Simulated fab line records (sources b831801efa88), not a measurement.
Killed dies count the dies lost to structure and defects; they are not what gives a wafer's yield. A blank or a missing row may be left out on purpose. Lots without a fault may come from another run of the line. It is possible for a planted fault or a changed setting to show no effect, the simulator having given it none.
Chamber matching | flow sky130 | SKY_VIA4_CMP_21 on cmp-02 has 4 sister chambers
The step polishes, stops on SiO2, t overpolish 25 s, target thk 0 nm. 16 wafers are shown with their chamber, then 8 later ones without.

## WAFERS, EACH WITH ITS CHAMBER
wafer  | chamber | motorCurrentA (A) | timeToEndpointS (s) | overpolishRunS (s)
L225.1 | 0       | 13.4              | 118                 | 24.995
L225.3 | 3       | 10.3              | 119                 | 24.998
L225.5 | 0       | 13.4              | 120                 | 25.007
L226.3 | 1       | 10.2              | 122                 | 24.999
L226.4 | 2       | 11.8              | 122                 | 25.000
L226.6 | 0       | 12.7              | 118                 | 25.001
L227.1 | 1       | 9.9               | 118                 | 25.002
L227.3 | 3       | 10.1              | 118                 | 24.985
L227.5 | 3       | 9.9               | 115                 | 25.003
L228.1 | 3       | 10.4              | 124                 | 25.004
L228.2 | 1       | 10.4              | 122                 | 25.010
L228.6 | 0       | 13.1              | 116                 | 24.999
L230.2 | 2       | 11.5              | 116                 | 24.993
L230.3 | 0       | 13.4              | 118                 | 25.012
L230.5 | 3       | 10.4              | 118                 | 24.997
L234.2 | 2       | 12.1              | 128                 | 25.004

SIGNATURES, as means of the wafers listed above
reading         | chamber 0 | chamber 1 | chamber 2 | chamber 3 | scatter within a chamber
motorCurrentA   | 13.200    | 10.167    | 11.800    | 10.220    | 0.27
timeToEndpointS | 118.00    | 120.67    | 122.00    | 118.80    | 3.33
overpolishRunS  | 25.00280  | 25.00367  | 24.99900  | 24.99740  | 0.00669
Rule: for a wafer and a chamber, the distance is found by dividing, reading by reading, the gap between the wafer's reading and the chamber's mean by the reading's scatter, squaring, summing and taking the root. If the next closest chamber is less than 2 further off than the closest, the wafer can't be placed; otherwise it belongs to the closest. How the scatter is found: for the shown wafers, subtract from each reading the mean of its chamber, square and add these, divide the total by (wafers less chambers), then take the root.

## WAFERS WHOSE CHAMBER IS MISSING
wafer  | motorCurrentA (A) | timeToEndpointS (s) | overpolishRunS (s)
L234.3 | 9.9               | 127                 | 24.978
L234.6 | 12.4              | 126                 | 25.006
L239.2 | 10.4              | 125                 | 24.997
L239.4 | 10.1              | 122                 | 24.995
L239.5 | 11.1              | 120                 | 25.011
L242.1 | 11.7              | 120                 | 24.996
L242.4 | 12.8              | 119                 | 24.991
L242.6 | 12.9              | 118                 | 25.009

## WHICH CHAMBER EACH ONE RAN IN
wafer  | from the rows above          | in truth
L234.3 | can't be placed: 3 or 1      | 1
L234.6 | can't be placed: 2 or 0      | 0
L239.2 | can't be placed: 1 or 3      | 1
L239.4 | can't be placed: 3 or 1      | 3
L239.5 | can't be placed: 2 or 1 or 3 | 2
L242.1 | 2                            | 2
L242.4 | can't be placed: 0 or 2      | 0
L242.6 | 0                            | 0
2 of 8 placed correctly. Can't be placed from these rows: 6 (the true chamber is among the candidates in 6). 0 placed wrongly.
